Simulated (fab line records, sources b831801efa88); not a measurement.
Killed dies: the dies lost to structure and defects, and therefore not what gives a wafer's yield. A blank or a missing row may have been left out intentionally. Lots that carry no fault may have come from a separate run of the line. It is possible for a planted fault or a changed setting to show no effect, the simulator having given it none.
Which tool was responsible? / flow gf180mcu / at 1 step of a route of 602, 13 lots with 39 wafers sampled

WHAT THE GAUGES SHOWED, per wafer
GF_MIM_THK_MEAS_06. Usual: for MIM_CVD_05_THK the level is 42.3 nm and the standard deviation is 0.58.
lot=L806; measured=day 24 07:29; on=film-metro-01; MIM_CVD_05_THK (nm)=42.4 42.5 42.6; flag=
lot=L807; measured=day 25 04:46; on=film-metro-04; MIM_CVD_05_THK (nm)=42.3 41.8 42.6; flag=
lot=L808; measured=day 25 07:01; on=film-metro-03; MIM_CVD_05_THK (nm)=42.4 42.3 43.3; flag=
lot=L809; measured=day 25 09:32; on=film-metro-04; MIM_CVD_05_THK (nm)=41.7 43.3 43.0; flag=
lot=L810; measured=day 26 04:20; on=film-metro-01; MIM_CVD_05_THK (nm)=42.0 43.0 42.9; flag=
lot=L812; measured=day 26 14:23; on=film-metro-01; MIM_CVD_05_THK (nm)=41.5 42.6 42.3; flag=
lot=L814; measured=day 27 08:01; on=film-metro-01; MIM_CVD_05_THK (nm)=41.8 41.5 42.1; flag=
lot=L815; measured=day 27 19:03; on=film-metro-04; MIM_CVD_05_THK (nm)=42.4 42.0 42.3; flag=
lot=L816; measured=day 27 22:20; on=film-metro-01; MIM_CVD_05_THK (nm)=42.3 42.1 42.5; flag=
lot=L817; measured=day 28 06:13; on=film-metro-03; MIM_CVD_05_THK (nm)=41.5 43.0 42.9; flag=
lot=L818; measured=day 28 13:31; on=film-metro-03; MIM_CVD_05_THK (nm)=40.7 41.8 41.6; flag=
lot=L820; measured=day 29 01:24; on=film-metro-03; MIM_CVD_05_THK (nm)=41.8 41.9 41.9; flag=
lot=L824; measured=day 30 05:23; on=film-metro-03; MIM_CVD_05_THK (nm)=42.1 42.8 42.4; flag=

WHICH TOOL RAN EACH LOT (tool, then ch and the chambers of the sampled wafers, then the start)
Before these readings, the record contains no process step.

AS READ BY THE TOOLS THEMSELVES (means over the sampled wafers that have a number; for cases with no such wafer, the mark the record gives instead)
The record holds no such reading with a usual standard deviation.

THE ANSWER, worked out from the rows above alone
Rule: a lot counts as off when the mean over its wafers that have a number is more than 3 standard deviations away from the usual mean. Also off: a lot with no number at a reading for which 4 or more lots have one. Any other lot the step has rows for is counted as sound. Order of review: gauges by route order, followed by the tools' own readings, for which a lot's mean as printed above is used. At the first step where some lot is off, the reading lying furthest off is the one used; lots without a number count as furthest.
Nothing can be told from this: no lot is off at any reading shown.

WHAT THE SIMULATOR HAD INSERTED
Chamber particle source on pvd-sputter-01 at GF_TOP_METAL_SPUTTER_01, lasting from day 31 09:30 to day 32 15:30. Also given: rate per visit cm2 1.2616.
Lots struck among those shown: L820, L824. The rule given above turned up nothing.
